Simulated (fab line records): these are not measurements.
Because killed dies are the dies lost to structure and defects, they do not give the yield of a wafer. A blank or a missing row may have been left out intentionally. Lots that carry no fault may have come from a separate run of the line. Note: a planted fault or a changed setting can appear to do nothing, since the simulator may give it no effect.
fab line records	flow sky130
[record] lots = 12	wafers = 36	lastDay = 50
route steps=708 shown FIELD_ISO@5 LDD_N@247 PAD_OPEN@708
lots untouched by any fault: they come from a run of this same line in which no faults occurred
startH: start of the lot's first displayed wafer, in hours after the record's first day	waitH: hours from the lot's prior step to this one	" same as the row above	L1.1+2: several wafers, shown together as one row	- either no value or no given start	* or withheld: withheld	< > ~ a bound
route shown NAME@n: NAME is a module with steps in the file, n the number in the route of the first one	usual: mean/standard deviation taken from wafers without a fault	same: alike in all rows	chamber/n: place in a boat	sites: readings site by site	_std_site: the values' standard deviation	_edge_site: inner sites' mean taken away from outer sites' mean	radiusMm: for every site, how far away it sits from the centre of the wafer	mask NAME#n: copy n	behind: the most recent tool/chamber to have shaped the wafer	hold: why the lot went on hold/how many hours it stayed there/how the hold came to an end	device: whichever transistor did not switch (one of n, p or np)	end of line: tests of these same wafers at the route's end	a step with no rows: only its recipe	killed: count of dies lost to structure and defects at first sort (not the wafer's yield)	map: per-die view of a wafer (x killed, . not killed, _ where there is no die)
set.NAME: setting as actually run; set.NAME@STEP: the setting as run at that earlier step	model.NAME: the simulator's own value behind a step, which no gauge read
route steps across a sampled set of lots; one table per step, one row per wafer
services: from which hour (startH, from the record's first day; less than 0 if before it) a tool's chamber was out of use, for how many hours, and why
[[steps]]
[step SKY_FIELD_ISO_THK_MEAS_04]
[recipe] reads = Si3N4_of_FIELD_ISO_CVD_03
[usual] FIELD_ISO_CVD_03_THK = 166.4/1.7
lot.wafer	tool	chamber	startH	waitH	FIELD_ISO_CVD_03_THK[nm]
L190.1	filmMetro-01	-	13.80	0.0	167.6
L190.3	"	-	"	"	166.5
L190.6	"	-	"	"	167.1
L192.1	filmMetro-01	-	23.76	0.0	165.0
L192.2	"	-	"	"	166.1
L192.5	"	-	"	"	165.8
L194.1	filmMetro-01	-	34.07	0.0	162.8
L194.3	"	-	"	"	163.1
L194.6	"	-	"	"	162.7
L195.3	filmMetro-01	-	38.87	0.0	166.2
L195.4	"	-	"	"	166.9
L195.5	"	-	"	"	166.2
L197.3	filmMetro-02	-	49.85	0.0	166.2
L197.4	"	-	"	"	166.1
L197.6	"	-	"	"	166.4
L198.1	filmMetro-02	-	54.03	0.0	165.7
L198.2	"	-	"	"	165.3
L198.4	"	-	"	"	166.6
L199.1	filmMetro-02	-	58.48	0.0	165.0
L199.3	"	-	"	"	163.7
L199.4	"	-	"	"	164.8
L208.2	filmMetro-04	-	104.24	0.0	167.6
L208.5	"	-	"	"	167.3
L208.6	"	-	"	"	168.0
L209.1	filmMetro-04	-	108.64	0.0	164.1
L209.3	"	-	"	"	164.8
L209.4	"	-	"	"	164.4
L210.2	filmMetro-02	-	113.54	0.0	166.4
L210.4	"	-	"	"	169.5
L210.5	"	-	"	"	169.3
L211.2	filmMetro-02	-	119.23	0.0	165.9
L211.4	"	-	"	"	166.9
L211.6	"	-	"	"	166.2
L213.1	filmMetro-04	-	130.00	0.0	168.5
L213.4	"	-	"	"	167.1
L213.5	"	-	"	"	165.6
[step SKY_FIELD_ISO_ETCH_15]
[recipe] chemistry = CHF3/O2	targetDepthNm = 180	stopOn = Si	sourceW = 600	biasW = 200	pressureMtorr = 40	chf3FlowSccm = 50	O2_flow_sccm = 5	timeS = 72
[usual] drypumpMotorCurrentA = 5.8/0.4	oesProductAu = 0.950/0.0072	throttleValvePct = 8.845/0.0086
lot.wafer	tool	chamber	startH	waitH	drypumpMotorCurrentA	oesProductAu	rfHoursCounterH	throttleValvePct
L190.1	rieDiel-02	0	28.89	0.0	5.9	0.949	6	8.848
L190.3	"	2	"	"	5.8	0.954	86	8.839
L190.6	"	3	"	"	6.1	0.951	-	8.850
L192.1	rieDiel-02	0	38.64	0.0	5.9	0.957	6	8.847
L192.2	"	2	"	"	5.8	0.950	86	8.856
L192.5	"	3	"	"	6.0	0.954	-	8.823
L194.1	rieDiel-02	0	50.29	0.0	5.9	0.946	6	8.848
L194.3	"	2	"	"	5.8	0.936	86	8.840
L194.6	"	0	"	"	5.9	0.940	-	8.840
L195.3	rieDiel-01	2	54.67	0.0	5.9	0.946	40	8.835
L195.4	"	1	"	"	5.3	0.952	119	8.844
L195.5	"	2	"	"	5.9	0.952	-	8.859
L197.3	rieDiel-03	0	65.82	0.0	6.5	0.949	36	8.851
L197.4	"	3	"	"	6.3	0.953	135	8.835
L197.6	"	2	"	"	5.3	0.942	-	8.850
L198.1	rieDiel-01	1	70.39	0.0	5.3	0.948	119	8.837
L198.2	"	0	"	"	6.3	0.943	5	8.846
L198.4	"	2	"	"	5.9	0.958	40	8.839
L199.1	rieDiel-03	0	75.67	0.0	6.4	0.946	36	8.847
L199.3	"	1	"	"	5.8	0.941	2	8.844
L199.4	"	3	"	"	6.3	0.943	136	8.844
L208.2	rieDiel-02	3	122.89	0.0	6.1	0.951	43	8.847
L208.5	"	2	"	"	5.8	0.959	-	8.842
L208.6	"	1	"	"	5.1	0.955	-	8.832
L209.1	rieDiel-03	2	126.99	0.0	5.3	0.945	1	8.854
L209.3	"	3	"	"	6.3	0.954	137	8.831
L209.4	"	0	"	"	6.4	0.950	38	8.838
L210.2	rieDiel-01	0	132.94	0.0	6.3	0.950	6	8.849
L210.4	"	2	"	"	5.9	0.961	41	8.841
L210.5	"	1	"	"	5.3	0.958	-	8.855
L211.2	rieDiel-03	3	138.32	0.0	6.3	0.947	137	8.855
L211.4	"	0	"	"	6.5	0.953	38	8.854
L211.6	"	3	"	"	6.3	0.952	-	8.845
L213.1	rieDiel-02	2	150.47	0.0	5.8	0.959	88	8.845
L213.4	"	2	"	"	5.8	0.957	-	8.860
L213.5	"	3	"	"	6.1	0.946	-	8.850
[step SKY_FIELD_ISO_CMP_27]
[recipe] stopOn = Si3N4	tOverpolishS = 16	downForcePsi = 4	platenRpm = 60	targetThkNm = 457.8	padVelocityMS = 0.94248
[usual] motorCurrentA = 11.9/0.51	overpolishRunS = 16.000/0.0093	timeToEndpointS = 112/4.3
lot.wafer	tool	chamber	startH	waitH	motorCurrentA	overpolishRunS	timeToEndpointS
L190.1	cmp-02	1	33.13	0.0	10.5	15.991	116
L190.3	"	2	"	"	11.4	15.989	109
L190.6	"	2	"	"	11.5	16.016	109
L192.2	cmp-01	0	46.47	0.0	12.6	16.007	110
L192.1	"	3	"	"	12.5	15.990	114
L192.5	"	0	"	"	12.2	16.016	110
L194.1	cmp-02	3	54.50	0.0	12.4	15.999	119
L194.3	"	0	"	"	11.6	16.016	114
L194.6	"	3	"	"	12.0	15.996	114
L195.4	cmp-02	0	59.44	0.1	12.4	16.004	114
L195.3	"	1	"	"	11.4	16.007	118
L195.5	"	0	"	"	12.2	16.007	114
L197.4	cmp-02	3	70.49	0.1	12.6	16.004	113
L197.3	"	0	"	"	11.5	16.006	117
L197.6	"	2	"	"	11.4	15.999	117
L198.1	cmp-01	2	73.76	0.0	11.1	15.990	113
L198.2	"	3	"	"	12.6	15.997	114
L198.4	"	0	"	"	12.2	15.993	111
L199.4	cmp-02	2	79.04	0.0	11.4	15.991	115
L199.3	"	3	"	"	12.2	15.997	112
L199.1	"	1	"	"	11.9	16.001	117
L208.2	cmp-02	2	126.67	0.4	11.5	16.002	109
L208.5	"	3	"	"	11.9	16.008	110
L208.6	"	0	"	"	11.9	15.995	105
L209.3	cmp-01	1	131.55	0.0	12.6	16.005	110
L209.4	"	2	"	"	11.6	15.986	120
L209.1	"	0	"	"	11.8	15.982	115
L210.4	cmp-01	1	136.70	0.0	11.8	16.015	110
L210.2	"	0	"	"	11.6	15.998	110
L210.5	"	2	"	"	11.8	16.004	117
L211.2	cmp-02	2	141.79	0.1	11.6	16.000	108
L211.4	"	3	"	"	11.7	16.004	107
L211.6	"	1	"	"	10.8	16.001	116
L213.4	cmp-02	0	155.47	0.1	11.5	15.989	111
L213.1	"	1	"	"	11.4	16.001	116
L213.5	"	3	"	"	11.7	16.000	111
[step SKY_LDD_N_IMPLANT_10]
[recipe] species = As	energyKev = 20	doseCm2 = 7.5e+13	tiltDeg = withheld	rotationDeg = 203
[usual] doseIonsCm2 = 7.5e+13/8.3e+10	faradayCurrentUA = 423/8.3
lot.wafer	tool	chamber	startH	waitH	doseIonsCm2	faradayCurrentUA
L190.1	implanter-03	0	405.52	0.1	7.508e+13	420
L190.3	"	0	"	"	7.504e+13	419
L190.6	"	0	"	"	7.498e+13	422
L192.1	implanter-01	0	419.69	0.1	7.501e+13	434
L192.2	"	0	"	"	7.497e+13	418
L192.5	"	0	"	"	7.504e+13	412
L194.1	implanter-01	0	438.89	0.1	7.489e+13	437
L194.3	"	0	"	"	7.496e+13	420
L194.6	"	0	"	"	7.492e+13	420
L195.3	implanter-02	0	445.67	0.1	7.504e+13	417
L195.4	"	0	"	"	7.504e+13	424
L195.5	"	0	"	"	7.511e+13	436
L197.3	implanter-01	0	468.41	0.1	5.477e+13	307
L197.4	"	0	"	"	5.483e+13	317
L197.6	"	0	"	"	5.487e+13	311
L198.1	implanter-01	0	472.11	0.1	5.487e+13	309
L198.2	"	0	"	"	5.479e+13	308
L198.4	"	0	"	"	5.486e+13	321
L199.1	implanter-01	0	481.71	0.1	5.485e+13	318
L199.3	"	0	"	"	5.481e+13	310
L199.4	"	0	"	"	5.489e+13	303
L208.2	implanter-02	0	561.54	0.1	7.507e+13	426
L208.5	"	0	"	"	7.51e+13	426
L208.6	"	0	"	"	7.516e+13	414
L209.1	implanter-02	0	570.64	0.1	7.502e+13	426
L209.3	"	0	"	"	7.509e+13	414
L209.4	"	0	"	"	7.518e+13	429
L210.2	implanter-03	0	574.82	0.1	7.511e+13	427
L210.4	"	0	"	"	7.488e+13	421
L210.5	"	0	"	"	7.491e+13	429
L211.2	implanter-01	0	580.67	0.1	7.491e+13	417
L211.4	"	0	"	"	7.505e+13	420
L211.6	"	0	"	"	7.498e+13	427
L213.1	implanter-02	0	602.07	0.1	7.5e+13	428
L213.4	"	0	"	"	7.499e+13	425
L213.5	"	0	"	"	7.501e+13	424
[step SKY_LDD_N_STRIP_16]
[recipe] chemistry = O2/N2	powerW = 1400	pressureMtorr = 1500	platenTempC = withheld	o2FlowSccm = 3000	n2FlowSccm = 300	overashFraction = 0.5
[usual] drypumpMotorCurrentA = 5.8/0.43	oesProductAu = 0.406/0.0043	stripTimeToEndpointS = 4.314/0.014
lot.wafer	tool	chamber	startH	waitH	drypumpMotorCurrentA	oesProductAu	rfHoursCounterH	stripTimeToEndpointS
L190.1	plasmaAsher-04	0	406.42	0.1	5.4	0.406	73	4.320
L190.3	"	0	"	"	5.4	0.407	-	4.333
L190.6	"	0	"	"	5.3	0.410	-	4.329
L192.1	plasmaAsher-01	1	420.59	0.1	5.5	0.401	30	4.351
L192.2	"	0	"	"	6.1	0.402	30	4.336
L192.5	"	1	"	"	5.4	0.416	-	4.335
L194.1	plasmaAsher-04	0	439.79	0.1	5.3	0.406	76	4.332
L194.3	"	1	"	"	6.3	0.399	-	4.286
L194.6	"	0	"	"	5.3	0.403	-	4.319
L195.3	plasmaAsher-04	1	446.56	0.1	6.3	0.405	-	4.292
L195.4	"	0	"	"	5.3	0.406	-	4.304
L195.5	"	0	"	"	5.4	0.406	-	4.304
L197.3	plasmaAsher-01	0	469.30	0.1	6.1	0.411	-	4.279
L197.4	"	1	"	"	5.4	0.406	-	4.261
L197.6	"	1	"	"	5.5	0.405	-	4.269
L198.1	plasmaAsher-03	0	473.01	0.1	6.3	0.410	60	4.281
L198.2	"	1	"	"	5.8	0.396	60	4.270
L198.4	"	0	"	"	6.3	0.412	-	4.259
L199.1	plasmaAsher-01	1	482.61	0.1	5.4	0.407	36	4.262
L199.3	"	1	"	"	5.4	0.401	-	4.268
L199.4	"	0	"	"	6.1	0.411	-	4.262
L208.2	plasmaAsher-04	1	566.39	0.1	6.3	0.413	89	4.301
L208.5	"	0	"	"	5.4	0.401	-	4.306
L208.6	"	1	"	"	6.3	0.410	-	4.298
L209.1	plasmaAsher-04	1	571.54	0.1	6.3	0.408	90	4.315
L209.3	"	0	"	"	5.3	0.412	-	4.305
L209.4	"	1	"	"	6.3	0.403	-	4.325
L210.2	plasmaAsher-04	0	575.69	0.1	5.4	0.408	90	4.323
L210.4	"	0	"	"	5.3	0.408	-	4.314
L210.5	"	0	"	"	5.4	0.411	-	4.327
L211.2	plasmaAsher-04	1	581.54	0.1	6.3	0.402	91	4.306
L211.4	"	1	"	"	6.3	0.406	-	4.315
L211.6	"	0	"	"	5.4	0.404	-	4.294
L213.1	plasmaAsher-01	0	602.97	0.1	6.1	0.403	49	4.308
L213.4	"	1	"	"	5.4	0.406	-	4.318
L213.5	"	0	"	"	6.1	0.415	-	4.319
[step SKY_PAD_OPEN_PROBE_99]
[usual] killed_at_M0_to_M3 = 43/6.6	killed_at_M4_up = 3.4/1.8	killedAtContacts = 24/4.9	killedAtFrontEnd = 15/4.1	killedAtOther = 0.3/0.55	killedDies = 85/8.8	killedOpen = 46/6.1	killedShort = 39/5.7
[same] grossDies = 492	killedAtBackSide = 0
lot.wafer	tool	chamber	startH	waitH	killed_at_M0_to_M3	killed_at_M4_up	killedAtContacts	killedAtFrontEnd	killedAtOther	killedDies	killedOpen	killedShort
L190.1	prober-02	-	1081.43	0.1	54	2	21	25	1	103	66	37
L190.3	prober-02	-	1081.53	0.2	60	4	16	13	1	94	51	43
L190.6	prober-02	-	1081.68	0.2	44	2	25	18	0	89	53	36
L192.1	prober-02	-	1093.71	0.1	45	4	26	20	0	95	50	45
L192.2	prober-02	-	1093.76	0.1	52	8	24	17	0	101	56	45
L192.5	prober-02	-	1093.91	0.2	33	3	29	14	1	80	35	45
L194.1	prober-02	-	1102.01	0.1	42	2	31	12	0	87	48	39
L194.3	prober-02	-	1102.11	0.2	32	1	28	18	1	80	46	34
L194.6	prober-02	-	1102.26	0.2	39	8	26	9	1	83	46	37
L195.3	prober-01	-	1104.49	0.2	42	2	22	18	0	84	51	33
L195.4	prober-01	-	1104.54	0.2	43	0	22	13	1	79	44	35
L195.5	prober-01	-	1104.59	0.2	42	2	26	13	1	84	49	34
L197.3	prober-01	-	1121.82	0.2	42	3	20	16	1	82	39	42
L197.4	prober-01	-	1121.87	0.2	38	1	33	11	2	85	46	38
L197.6	prober-01	-	1121.97	0.2	43	6	35	15	1	100	54	43
L198.1	prober-02	-	1124.86	0.1	52	3	28	10	0	93	57	36
L198.2	prober-02	-	1124.91	0.1	38	4	22	15	1	80	40	40
L198.4	prober-02	-	1125.01	0.2	44	2	20	9	0	75	38	37
L199.1	prober-01	-	1131.50	0.1	54	3	25	21	0	103	54	49
L199.3	prober-01	-	1131.60	0.2	36	6	29	17	0	88	48	40
L199.4	prober-01	-	1131.65	0.2	38	3	27	12	0	80	41	39
L208.2	prober-02	-	1182.06	0.1	48	8	28	20	0	104	50	54
L208.5	prober-02	-	1182.21	0.2	41	7	28	17	1	94	49	43
L208.6	prober-02	-	1182.26	0.2	44	3	18	17	0	82	41	41
L209.1	prober-01	-	1183.51	0.1	41	3	14	11	0	69	37	32
L209.3	prober-01	-	1183.61	0.2	38	3	19	12	1	73	32	41
L209.4	prober-01	-	1183.66	0.2	58	3	25	13	0	99	49	50
L210.2	prober-02	-	1185.06	0.1	36	1	20	12	0	69	44	25
L210.4	prober-02	-	1185.16	0.2	43	1	21	20	0	85	46	39
L210.5	prober-02	-	1185.21	0.2	37	3	26	13	1	80	51	28
L211.2	prober-01	-	1188.33	0.1	36	4	20	13	0	73	46	27
L211.4	prober-01	-	1188.43	0.2	43	4	19	11	0	77	43	34
L211.6	prober-01	-	1188.53	0.2	39	2	21	15	0	77	42	35
L213.1	prober-01	-	1199.66	0.1	43	3	26	20	1	93	51	42
L213.4	prober-01	-	1199.81	0.2	32	3	29	8	0	72	43	29
L213.5	prober-01	-	1199.86	0.2	50	3	24	12	0	89	51	38
// killed by level:class
L190.1 VIA1:geometricParticle:open=19 CONTACT:geometricParticle:open=10 VIA3:geometricParticle:open=9 POLY_GATE:geometricParticle:open=7 FIELD_ISO:geometricParticle:open=6 VIA2:geometricParticle:short=6 VIA2:geometricParticle:open=5 LI_CONTACT:geometricParticle:open=4
L190.3 VIA1:geometricParticle:open=17 VIA3:geometricParticle:open=9 METAL2:geometricParticle:short=8 VIA2:geometricParticle:open=7 CONTACT:geometricParticle:open=7 METAL1:geometricParticle:short=7 POLY_GATE:geometricParticle:short=5 POLY_GATE:geometricParticle:open=4
L190.6 VIA1:geometricParticle:open=13 CONTACT:geometricParticle:open=11 VIA3:geometricParticle:open=10 LI_CONTACT:geometricParticle:open=6 FIELD_ISO:geometricParticle:short=5 METAL2:geometricParticle:short=5 POLY_GATE:geometricParticle:short=4 LOCAL_INTERCONNECT:geometricParticle:short=4
L192.1 VIA1:geometricParticle:open=13 CONTACT:geometricParticle:open=8 METAL2:geometricParticle:short=8 VIA3:geometricParticle:open=7 POLY_GATE:geometricParticle:short=6 LI_CONTACT:geometricParticle:short=5 LI_CONTACT:geometricParticle:open=5 CONTACT:geometricParticle:short=5
L192.2 VIA1:geometricParticle:open=12 LI_CONTACT:geometricParticle:open=9 VIA2:geometricParticle:open=9 VIA3:geometricParticle:open=8 METAL4:geometricParticle:short=7 LI_CONTACT:geometricParticle:short=6 FIELD_ISO:geometricParticle:short=5 POLY_GATE:geometricParticle:open=5
L192.5 CONTACT:geometricParticle:open=14 METAL1:geometricParticle:short=7 VIA1:geometricParticle:open=6 LI_CONTACT:geometricParticle:short=5 LI_CONTACT:geometricParticle:open=5 POLY_GATE:geometricParticle:short=4 VIA1:geometricParticle:short=4 METAL2:geometricParticle:short=4
L194.1 CONTACT:geometricParticle:open=13 VIA1:geometricParticle:open=8 VIA2:geometricParticle:open=8 LI_CONTACT:geometricParticle:short=6 VIA3:geometricParticle:open=6 CONTACT:geometricParticle:short=5 METAL1:geometricParticle:short=5 POLY_GATE:geometricParticle:open=4
L194.3 CONTACT:geometricParticle:open=10 POLY_GATE:geometricParticle:open=8 LI_CONTACT:geometricParticle:open=8 VIA1:geometricParticle:open=8 METAL1:geometricParticle:short=6 POLY_GATE:geometricParticle:short=5 CONTACT:geometricParticle:short=5 METAL2:geometricParticle:short=4
L194.6 LI_CONTACT:geometricParticle:open=11 VIA1:geometricParticle:open=11 CONTACT:geometricParticle:open=9 METAL4:geometricParticle:short=6 VIA1:geometricParticle:short=6 CONTACT:geometricParticle:short=5 VIA2:geometricParticle:short=5 VIA2:geometricParticle:open=5
L195.3 VIA1:geometricParticle:open=11 VIA3:geometricParticle:open=7 CONTACT:geometricParticle:short=6 CONTACT:geometricParticle:open=6 FIELD_ISO:geometricParticle:open=5 LI_CONTACT:geometricParticle:open=5 METAL1:geometricParticle:short=5 METAL2:geometricParticle:short=5
L195.4 VIA1:geometricParticle:open=11 METAL1:geometricParticle:short=9 LI_CONTACT:geometricParticle:open=7 FIELD_ISO:geometricParticle:open=6 CONTACT:geometricParticle:open=6 VIA1:geometricParticle:short=6 VIA2:geometricParticle:open=4 METAL2:geometricParticle:short=4
L195.5 CONTACT:geometricParticle:open=9 LI_CONTACT:geometricParticle:open=8 VIA1:geometricParticle:open=8 VIA3:geometricParticle:open=8 CONTACT:geometricParticle:short=5 METAL1:geometricParticle:short=5 METAL2:geometricParticle:short=5 FIELD_ISO:geometricParticle:open=4
L197.3 LOCAL_INTERCONNECT:geometricParticle:short=8 VIA1:geometricParticle:short=7 CONTACT:geometricParticle:open=6 VIA3:geometricParticle:open=6 VIA1:geometricParticle:open=6 METAL2:geometricParticle:short=6 FIELD_ISO:geometricParticle:open=5 POLY_GATE:geometricParticle:short=4
L197.4 CONTACT:geometricParticle:open=14 LI_CONTACT:geometricParticle:open=7 LOCAL_INTERCONNECT:geometricParticle:short=6 VIA2:geometricParticle:open=6 METAL1:geometricParticle:short=5 VIA1:geometricParticle:open=5 FIELD_ISO:geometricParticle:open=4 VIA1:geometricParticle:short=4
L197.6 CONTACT:geometricParticle:open=15 LI_CONTACT:geometricParticle:open=9 VIA1:geometricParticle:open=8 METAL2:geometricParticle:short=7 LOCAL_INTERCONNECT:geometricParticle:short=6 METAL1:geometricParticle:short=5 VIA3:geometricParticle:open=5 FIELD_ISO:geometricParticle:short=3
L198.1 VIA1:geometricParticle:open=11 LI_CONTACT:geometricParticle:open=8 VIA2:geometricParticle:open=8 VIA3:geometricParticle:open=7 POLY_GATE:geometricParticle:open=6 CONTACT:geometricParticle:open=6 METAL2:geometricParticle:short=6 CONTACT:geometricParticle:short=5
L198.2 CONTACT:geometricParticle:open=7 VIA1:geometricParticle:open=7 POLY_GATE:geometricParticle:short=6 LI_CONTACT:geometricParticle:open=6 METAL1:geometricParticle:short=6 METAL2:geometricParticle:short=5 VIA3:geometricParticle:open=5 FIELD_ISO:geometricParticle:open=4
L198.4 VIA3:geometricParticle:open=11 VIA1:geometricParticle:open=9 LI_CONTACT:geometricParticle:open=5 LOCAL_INTERCONNECT:geometricParticle:short=4 CONTACT:geometricParticle:short=4 CONTACT:geometricParticle:open=4 METAL2:geometricParticle:short=4 VIA2:geometricParticle:open=4
L199.1 VIA1:geometricParticle:open=9 METAL1:geometricParticle:short=8 LI_CONTACT:geometricParticle:open=7 CONTACT:geometricParticle:open=7 VIA3:geometricParticle:open=7 VIA1:geometricParticle:short=6 POLY_GATE:geometricParticle:short=5 LOCAL_INTERCONNECT:geometricParticle:short=5
L199.3 VIA1:geometricParticle:open=10 LOCAL_INTERCONNECT:geometricParticle:short=10 CONTACT:geometricParticle:open=9 VIA2:geometricParticle:open=7 VIA3:geometricParticle:open=6 METAL1:geometricParticle:short=5 FIELD_ISO:geometricParticle:short=4 LI_CONTACT:geometricParticle:open=4
L199.4 CONTACT:geometricParticle:open=10 VIA3:geometricParticle:open=9 METAL2:geometricParticle:short=8 METAL1:geometricParticle:short=6 LOCAL_INTERCONNECT:geometricParticle:short=5 CONTACT:geometricParticle:short=5 LI_CONTACT:geometricParticle:open=4 VIA2:geometricParticle:open=4
L208.2 LI_CONTACT:geometricParticle:open=9 CONTACT:geometricParticle:open=9 VIA1:geometricParticle:short=9 VIA3:geometricParticle:open=8 METAL1:geometricParticle:short=7 VIA1:geometricParticle:open=6 METAL4:geometricParticle:short=5 POLY_GATE:geometricParticle:open=5
L208.5 VIA1:geometricParticle:open=15 CONTACT:geometricParticle:open=10 VIA2:geometricParticle:open=8 LOCAL_INTERCONNECT:geometricParticle:short=7 METAL4:geometricParticle:short=6 CONTACT:geometricParticle:short=5 FIELD_ISO:geometricParticle:short=4 POLY_GATE:geometricParticle:short=4
L208.6 METAL1:geometricParticle:short=9 POLY_GATE:geometricParticle:short=7 VIA3:geometricParticle:open=7 VIA2:geometricParticle:open=6 CONTACT:geometricParticle:open=6 CONTACT:geometricParticle:short=5 POLY_GATE:geometricParticle:open=4 METAL2:geometricParticle:short=4
L209.1 METAL1:geometricParticle:short=9 VIA2:geometricParticle:open=7 LI_CONTACT:geometricParticle:open=6 VIA3:geometricParticle:open=6 POLY_GATE:geometricParticle:open=4 CONTACT:geometricParticle:open=4 VIA2:geometricParticle:short=4 METAL2:geometricParticle:short=3
L209.3 CONTACT:geometricParticle:open=8 VIA1:geometricParticle:open=7 VIA1:geometricParticle:short=6 VIA2:geometricParticle:open=6 VIA2:geometricParticle:short=5 FIELD_ISO:geometricParticle:short=4 POLY_GATE:geometricParticle:short=4 LI_CONTACT:geometricParticle:open=4
L209.4 METAL2:geometricParticle:short=12 CONTACT:geometricParticle:open=11 METAL1:geometricParticle:short=10 VIA2:geometricParticle:open=9 VIA1:geometricParticle:open=8 VIA3:geometricParticle:short=6 FIELD_ISO:geometricParticle:open=5 POLY_GATE:geometricParticle:short=5
L210.2 VIA1:geometricParticle:open=14 CONTACT:geometricParticle:open=8 LI_CONTACT:geometricParticle:open=6 LOCAL_INTERCONNECT:geometricParticle:short=5 POLY_GATE:geometricParticle:open=4 VIA2:geometricParticle:open=4 METAL2:geometricParticle:short=4 VIA3:geometricParticle:open=4
L210.4 VIA1:geometricParticle:open=12 LI_CONTACT:geometricParticle:open=9 FIELD_ISO:geometricParticle:short=6 LI_CONTACT:geometricParticle:short=5 CONTACT:geometricParticle:open=5 METAL2:geometricParticle:short=5 VIA2:geometricParticle:open=5 VIA3:geometricParticle:open=5
L210.5 CONTACT:geometricParticle:open=12 VIA2:geometricParticle:open=10 VIA1:geometricParticle:open=9 LOCAL_INTERCONNECT:geometricParticle:short=7 VIA3:geometricParticle:open=7 POLY_GATE:geometricParticle:open=5 FIELD_ISO:geometricParticle:short=3 FIELD_ISO:geometricParticle:open=3
L211.2 CONTACT:geometricParticle:open=11 POLY_GATE:geometricParticle:short=7 LI_CONTACT:geometricParticle:open=7 VIA3:geometricParticle:open=7 VIA1:geometricParticle:open=7 VIA2:geometricParticle:open=6 POLY_GATE:geometricParticle:open=4 VIA1:geometricParticle:short=4
L211.4 VIA1:geometricParticle:open=13 CONTACT:geometricParticle:short=7 CONTACT:geometricParticle:open=5 METAL1:geometricParticle:short=5 VIA1:geometricParticle:short=5 VIA2:geometricParticle:open=5 VIA3:geometricParticle:open=5 FIELD_ISO:geometricParticle:short=4
L211.6 VIA1:geometricParticle:open=9 CONTACT:geometricParticle:open=8 FIELD_ISO:geometricParticle:open=5 POLY_GATE:geometricParticle:short=5 LI_CONTACT:geometricParticle:open=5 VIA3:geometricParticle:open=5 METAL1:geometricParticle:short=4 METAL2:geometricParticle:short=4
L213.1 VIA1:geometricParticle:open=10 CONTACT:geometricParticle:open=9 VIA1:geometricParticle:short=7 LI_CONTACT:geometricParticle:open=7 FIELD_ISO:geometricParticle:open=6 METAL1:geometricParticle:short=6 POLY_GATE:geometricParticle:open=5 CONTACT:geometricParticle:short=5
L213.4 CONTACT:geometricParticle:open=17 VIA1:geometricParticle:open=10 SPACER:geometricParticle:short=4 LI_CONTACT:geometricParticle:open=4 METAL1:geometricParticle:short=4 CONTACT:geometricParticle:short=4 METAL3:geometricParticle:short=4 VIA3:geometricParticle:open=4
L213.5 VIA1:geometricParticle:open=13 VIA2:geometricParticle:open=11 CONTACT:geometricParticle:open=10 CONTACT:geometricParticle:short=6 LI_CONTACT:geometricParticle:open=6 METAL1:geometricParticle:short=5 VIA1:geometricParticle:short=5 POLY_GATE:geometricParticle:short=4
[[services]]
tool	chamber	startH	hours	kind
cmp-02	-	50.08	1.6	repair
cmp-02	-	64.00	4.0	pm
implanter-01	-	96.26	6.6	pm
cmp-02	-	130.80	3.9	repair
plasmaAsher-04	-	132.59	1.7	repair
cmp-02	-	171.97	0.3	repair
cmp-02	-	222.56	8.6	repair
cmp-02	-	226.49	1.4	repair
implanter-01	-	252.78	1.9	repair
implanter-01	-	258.27	5.5	pm
cmp-02	-	271.93	7.6	pm
implanter-01	-	316.68	5.0	pm
implanter-01	-	345.81	14.1	repair
plasmaAsher-04	-	349.90	0.6	repair
implanter-01	-	378.91	6.6	repair
plasmaAsher-04	-	385.52	1.2	repair
cmp-02	-	394.26	1.5	repair
cmp-02	-	398.04	5.1	pm
cmp-02	-	404.00	4.0	pm
implanter-01	-	435.99	2.4	repair
cmp-02	-	465.10	0.6	repair
cmp-02	-	523.30	1.7	repair
cmp-02	-	533.01	0.6	repair
plasmaAsher-04	-	599.30	3.8	repair
[[key]]
[firstSign] step = SKY_LDD_N_IMPLANT_10	reading = doseIonsCm2	direction = down	sigmas = 99+	usual = *	struck = *
[effect] step = SKY_LDD_N_IMPLANT_10	reading = faradayCurrentUA	direction = down	sigmas = 13	usual = 423	struck = 312
[effect] step = SKY_LDD_N_STRIP_16	reading = stripTimeToEndpointS	direction = down	sigmas = 3.3	usual = *	struck = *
metAt SKY_LDD_N_IMPLANT_10
struckLots L197,L198,L199
testerLeftOut L197,L198,L199
notActingAt SKY_FIELD_ISO_THK_MEAS_04,SKY_FIELD_ISO_ETCH_15,SKY_FIELD_ISO_CMP_27
onsetBetween 438.89 468.41
[fault] kind = processParameterDrift	tool = implanter-01	chamber = -	onsetH = 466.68	steps = SKY_LDD_N_IMPLANT_10	channel = doseCm2	offset = *	shape = step	endH = 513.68	actsIn = *	stated = *
// testerLeftOut: of these lots the tester's yield and bins aren't shown, on N5 and GAA mostly nor the transistor test; their killed dies are dies lost to structure and defects alone, not to doping, threshold or leakage, so they don't give the yield
